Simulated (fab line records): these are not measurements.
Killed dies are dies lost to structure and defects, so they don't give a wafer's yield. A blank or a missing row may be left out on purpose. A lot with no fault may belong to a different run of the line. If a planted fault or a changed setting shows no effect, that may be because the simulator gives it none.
fab line records	flow sky130
record: lots: 13	wafers: 38	last_day: 50
route steps=708 shown FIELD_ISO@1 NWELL@68 PAD_OPEN@708
lots untouched by any fault: they come from a run of this same line in which no faults occurred
start_h: the number of hours between the record's first day and the start of the first shown wafer of the lot	wait_h: hours since the lot's step before	" repeats the value in the row above	L1.1+2: a single row standing in for several wafers	- no value present, or no start provided	* or withheld: withheld	< > ~ a bound
route shown NAME@n: NAME is a module with steps in the file, n the number in the route of the first one	usual: mean/standard deviation of fault-free wafers	same: alike in all rows	chamber/n: place in a boat	sites: per-site readings	_std_site: how widely they spread, as a standard deviation	_edge_site: inner sites' mean taken away from outer sites' mean	radius_mm: for every site, how far away it sits from the centre of the wafer	mask NAME#n: copy n	behind: tool/chamber where the wafer was last shaped	hold: what put the lot on hold/how long, in hours/how the hold closed	device: the n, p or np transistor that did not switch	end of line: the tests these same wafers got at the end of their route	a step given without rows: its recipe and nothing more	killed: at the first sort, the dies lost to defects and structure; wafer yield is something else	map: a wafer's dies, marking killed ones x, the rest . and places with no die _
set.NAME: setting as actually run; set.NAME@STEP: the setting as run at that earlier step	model.NAME: the simulator's own value behind a step, which no gauge read
a sample of lots followed through the steps of the route, with each step as a table and each wafer as a row
services: a tool's chamber out of use, with start hour (start_h, from the record's first day; less than 0 if before it), hours out, and reason
== steps ==
step: SKY_FIELD_ISO_BOW_MEAS_00
recipe: mode: bow
usual: INCOMING_BOW: 0/5.9
lot.wafer	tool	chamber	start_h	wait_h	INCOMING_BOW[um]
L731.1	film_metro-03	-	10.00	-	6
L731.3	"	-	"	"	-6
L731.5	"	-	"	"	-3
L732.2	film_metro-03	-	15.02	-	-3
L732.3	"	-	"	"	7
L732.5	"	-	"	"	-1
L734.3	film_metro-01	-	25.04	-	-5
L734.4	"	-	"	"	-4
L734.6	"	-	"	"	0
L735.2	film_metro-03	-	30.02	-	5
L735.4	"	-	"	"	13
L735.6	"	-	"	"	7
L736.1	film_metro-01	-	35.00	-	-1
L736.5	"	-	"	"	1
L736.6	"	-	"	"	-15
L737.3	film_metro-04	-	40.04	-	-5
L737.4	"	-	"	"	0
L737.5	"	-	"	"	4
L738.1	film_metro-04	-	45.00	-	6
L738.2	"	-	"	"	8
L738.3	"	-	"	"	-4
L740.2	film_metro-04	-	55.02	-	3
L740.5	"	-	"	"	1
L740.6	"	-	"	"	0
L749.2	film_metro-04	-	100.02	-	-4
L749.3	"	-	"	"	0
L749.4	"	-	"	"	-2
L750.2	film_metro-03	-	105.02	-	-9
L750.5	"	-	"	"	2
L751.1	film_metro-01	-	110.00	-	-9
L751.3	"	-	"	"	1
L751.5	"	-	"	"	-9
L753.2	film_metro-01	-	120.02	-	1
L753.3	"	-	"	"	-18
L753.5	"	-	"	"	-6
L754.4	film_metro-03	-	125.06	-	-6
L754.5	"	-	"	"	6
L754.6	"	-	"	"	4
step: SKY_FIELD_ISO_COAT_08
recipe: resist: KrF-thick	spin_rpm: 3000	resist_thk_nm: 450
lot.wafer	tool	chamber	start_h	wait_h
L731.1+3+5	litho_track-02	0	20	-
L732.2+3+5	litho_track-02	0	28	-
L734.3+4+6	litho_track-04	0	38	-
L735.2+4+6	litho_track-04	0	41	-
L736.1+5+6	litho_track-04	0	47	-
L737.3+4+5	litho_track-03	0	51	-
L738.1+2+3	litho_track-03	0	58	-
L740.2+5+6	litho_track-03	0	67	-
L749.2+3+4	litho_track-03	0	113	-
L750.2+5	litho_track-04	0	118	-
L751.1+3+5	litho_track-02	0	122	-
L753.2+3+5	litho_track-02	0	135	-
L754.4+5+6	litho_track-03	0	141	-
step: SKY_FIELD_ISO_STRIP_16
recipe: chemistry: O2/N2	power_w: 1400	pressure_mtorr: 1500	platen_temp_c: withheld	o2_flow_sccm: 3000	n2_flow_sccm: 300	overash_fraction: 0.5
usual: drypump_motor_current_A: 5.5/0.35	o2_flow_sccm: 3000/9.3	oes_product_au: 0.378/0.0053	strip_time_to_endpoint_s: 3.55/0.038
lot.wafer	tool	chamber	start_h	wait_h	drypump_motor_current_A	o2_flow_sccm	oes_product_au	rf_hours_counter_h	strip_time_to_endpoint_s
L731.1	plasma_asher-04	0	28.19	0.0	6.0	3012	0.372	31	3.50
L731.3	"	1	"	"	5.5	2997	0.382	-	3.54
L731.5	"	0	"	"	6.0	2995	0.373	-	3.52
L732.2	plasma_asher-01	0	36.08	0.0	5.5	2999	0.374	36	3.47
L732.3	"	1	"	"	5.9	2986	0.376	-	3.51
L732.5	"	1	"	"	5.8	2988	0.368	-	3.48
L734.3	plasma_asher-03	0	47.76	0.1	5.0	3009	0.384	-	3.61
L734.4	"	1	"	"	5.1	2990	0.383	-	3.57
L734.6	"	0	"	"	5.0	3012	0.383	-	3.56
L735.2	plasma_asher-01	0	49.43	0.0	5.5	3001	0.365	38	3.57
L735.4	"	0	"	"	5.4	3013	0.375	-	3.53
L735.6	"	1	"	"	5.8	2969	0.384	-	3.60
L736.1	plasma_asher-03	1	55.03	0.0	5.1	3003	0.370	24	3.55
L736.5	"	0	"	"	5.0	2991	0.376	-	3.56
L736.6	"	1	"	"	5.1	3001	0.383	-	3.48
L737.3	plasma_asher-04	0	60.18	0.1	6.0	2994	0.372	-	3.57
L737.4	"	1	"	"	5.5	2999	0.374	-	3.56
L737.5	"	0	"	"	6.0	3004	0.380	-	3.59
L738.1	plasma_asher-04	1	66.40	0.0	5.5	2990	0.372	36	3.53
L738.2	"	0	"	"	6.0	2985	0.378	36	3.54
L738.3	"	1	"	"	5.5	3006	0.382	-	3.54
L740.2	plasma_asher-03	1	76.78	0.0	5.0	2995	0.366	25	3.49
L740.5	"	1	"	"	5.0	2990	0.376	-	3.54
L740.6	"	0	"	"	5.0	3004	0.384	-	3.55
L749.2	plasma_asher-01	1	123.34	0.0	5.8	3004	0.378	46	3.55
L749.3	"	1	"	"	5.8	3008	0.377	-	3.53
L749.4	"	0	"	"	5.4	2985	0.376	-	3.56
L750.2	plasma_asher-01	0	127.43	0.0	5.5	3010	0.367	46	3.41
L750.5	"	0	"	"	5.4	3006	0.375	-	3.39
L751.1	plasma_asher-03	1	132.45	0.0	5.1	3000	0.388	30	3.57
L751.3	"	0	"	"	5.1	3000	0.382	-	3.59
L751.5	"	0	"	"	5.1	2990	0.386	-	3.60
L753.2	plasma_asher-01	1	145.69	0.0	5.8	3002	0.383	48	3.54
L753.3	"	1	"	"	5.8	3011	0.383	-	3.48
L753.5	"	1	"	"	5.8	3011	0.380	-	3.54
L754.4	plasma_asher-03	1	150.33	0.1	5.1	3008	0.381	-	3.55
L754.5	"	0	"	"	5.1	2996	0.383	-	3.49
L754.6	"	1	"	"	5.1	3021	0.375	-	3.52
step: SKY_FIELD_ISO_THK_MEAS_23
recipe: reads: SiO2_of_FIELD_ISO_OXIDATION_22
usual: FIELD_ISO_OXIDATION_01_THK: 9.98/0.21
lot.wafer	tool	chamber	start_h	wait_h	FIELD_ISO_OXIDATION_01_THK[nm]
L731.1	film_metro-04	-	31.24	0.0	10.04
L731.3	"	-	"	"	9.95
L731.5	"	-	"	"	10.01
L732.2	film_metro-01	-	38.09	0.0	9.59
L732.3	"	-	"	"	9.78
L732.5	"	-	"	"	9.75
L734.3	film_metro-01	-	50.20	0.0	10.27
L734.4	"	-	"	"	10.13
L734.6	"	-	"	"	10.25
L735.2	film_metro-03	-	51.06	0.0	9.71
L735.4	"	-	"	"	9.77
L735.6	"	-	"	"	9.88
L736.1	film_metro-03	-	58.76	0.0	10.22
L736.5	"	-	"	"	10.19
L736.6	"	-	"	"	10.12
L737.3	film_metro-01	-	62.13	0.0	9.89
L737.4	"	-	"	"	10.13
L737.5	"	-	"	"	10.10
L738.1	film_metro-04	-	69.05	0.0	9.93
L738.2	"	-	"	"	9.93
L738.3	"	-	"	"	9.89
L740.2	film_metro-04	-	78.87	0.0	10.25
L740.5	"	-	"	"	10.21
L740.6	"	-	"	"	10.27
L749.2	film_metro-01	-	128.33	0.0	9.85
L749.3	"	-	"	"	9.80
L749.4	"	-	"	"	9.89
L750.2	film_metro-03	-	130.01	0.0	9.84
L750.5	"	-	"	"	9.94
L751.1	film_metro-03	-	136.64	0.0	9.86
L751.3	"	-	"	"	9.89
L751.5	"	-	"	"	10.03
L753.2	film_metro-04	-	147.81	0.0	10.19
L753.3	"	-	"	"	10.26
L753.5	"	-	"	"	10.01
L754.4	film_metro-04	-	153.12	0.0	10.35
L754.5	"	-	"	"	10.24
L754.6	"	-	"	"	10.28
step: SKY_NWELL_TW_MEAS_15
usual: NWELL_TW: 1803/9.1
lot.wafer	tool	chamber	start_h	wait_h	NWELL_TW
L731.1	film_metro-01	-	86.51	0.1	1828
L731.3	"	-	"	"	1813
L731.5	"	-	"	"	1822
L732.2	film_metro-02	-	91.92	0.1	1803
L732.3	"	-	"	"	1798
L732.5	"	-	"	"	1790
L734.3	film_metro-01	-	106.38	0.1	1824
L734.4	"	-	"	"	1806
L734.6	"	-	"	"	1810
L735.2	film_metro-03	-	107.91	0.1	1800
L735.4	"	-	"	"	1800
L735.6	"	-	"	"	1812
L736.1	film_metro-03	-	116.36	0.1	1805
L736.5	"	-	"	"	1802
L736.6	"	-	"	"	1806
L737.3	film_metro-03	-	121.33	0.1	1795
L737.4	"	-	"	"	1791
L737.5	"	-	"	"	1792
L738.1	film_metro-03	-	127.45	0.1	1814
L738.2	"	-	"	"	1804
L738.3	"	-	"	"	1797
L740.2	film_metro-02	-	137.86	0.1	1802
L740.5	"	-	"	"	1800
L740.6	"	-	"	"	1805
L749.2	film_metro-03	-	197.97	0.1	1795
L749.3	"	-	"	"	1798
L749.4	"	-	"	"	1796
L750.2	film_metro-02	-	198.92	0.1	1787
L750.5	"	-	"	"	1793
L751.1	film_metro-03	-	205.01	0.1	1807
L751.3	"	-	"	"	1807
L751.5	"	-	"	"	1811
L753.2	film_metro-01	-	217.96	0.1	1809
L753.3	"	-	"	"	1798
L753.5	"	-	"	"	1804
L754.4	film_metro-01	-	222.94	0.1	1796
L754.5	"	-	"	"	1803
L754.6	"	-	"	"	1803
step: SKY_PAD_OPEN_PROBE_99
usual: killed_at_M0_to_M3: 44/7.5	killed_at_M4_up: 3.2/1.9	killed_at_contacts: 23/4.7	killed_at_front_end: 15/4.7	killed_at_other: 0.4/0.66	killed_dies: 87/9.3	killed_on_rim: 17/4.1	killed_open: 47/7.2	killed_short: 39/6.5
same: gross_dies: 492	killed_at_back_side: 0
lot.wafer	tool	chamber	start_h	wait_h	killed_at_M0_to_M3	killed_at_M4_up	killed_at_contacts	killed_at_front_end	killed_at_other	killed_dies	killed_on_rim	killed_open	killed_short
L736.1	prober-01	-	1109.28	0.1	45	2	23	20	0	90	20	50	39
L736.5	prober-01	-	1109.48	0.2	58	3	23	20	0	104	21	55	49
L736.6	prober-01	-	1109.53	0.2	40	3	22	27	0	92	20	53	35
killed by level:class
L736.1 VIA1:geometric_particle:open=9 VIA3:geometric_particle:open=8 FIELD_ISO:geometric_particle:open=7 CONTACT:geometric_particle:open=7 METAL1:geometric_particle:short=6 POLY_GATE:geometric_particle:short=5 LI_CONTACT:geometric_particle:short=5 VIA1:geometric_particle:short=5
L736.5 VIA1:geometric_particle:open=14 VIA2:geometric_particle:open=9 VIA3:geometric_particle:open=9 CONTACT:geometric_particle:short=7 VIA3:geometric_particle:short=6 FIELD_ISO:geometric_particle:short=5 POLY_GATE:geometric_particle:short=5 LI_CONTACT:geometric_particle:open=5
L736.6 VIA1:geometric_particle:open=11 FIELD_ISO:geometric_particle:open=9 POLY_GATE:geometric_particle:open=7 CONTACT:geometric_particle:open=7 VIA3:geometric_particle:open=6 CONTACT:geometric_particle:short=6 METAL2:geometric_particle:short=4 LI_CONTACT:geometric_particle:open=4
== services ==
tool	chamber	start_h	hours	kind
plasma_asher-04	-	3.75	4.0	pm
plasma_asher-03	-	32.41	6.9	repair
plasma_asher-03	-	62.47	7.7	repair
plasma_asher-03	-	93.07	11.2	repair
litho_track-04	-	115.55	-	consumable_replace:filter
plasma_asher-01	-	118.79	2.6	repair
plasma_asher-03	-	123.14	0.8	repair
litho_track-02	-	127.21	-	consumable_replace:filter
== key ==
first_sign: step: SKY_FIELD_ISO_STRIP_16	reading: strip_time_to_endpoint_s	direction: down	sigmas: 3.9	usual: *	struck: *
effect none on later readings
met_at SKY_FIELD_ISO_COAT_08
struck_lots L750
struck_wafers L750.2,L750.5
tester_left_out L750
not_acting_at SKY_FIELD_ISO_BOW_MEAS_00,SKY_FIELD_ISO_THK_MEAS_23,SKY_NWELL_TW_MEAS_15
onset_between 47 118
fault: kind: process_parameter_drift	tool: litho_track-04	chamber: -	onset_h: 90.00	steps: SKY_FIELD_ISO_COAT_08	channel: resist_thk_nm	offset: -8.5724	shape: step	end_h: 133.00	scope: struck_wafers_only	acts_in: these_recipes_only	stated: 450
tester_left_out: of these lots the tester's yield and bins aren't shown, on N5 and GAA mostly nor the transistor test; their killed dies are dies lost to structure and defects alone, not to doping, threshold or leakage, so they don't give the yield
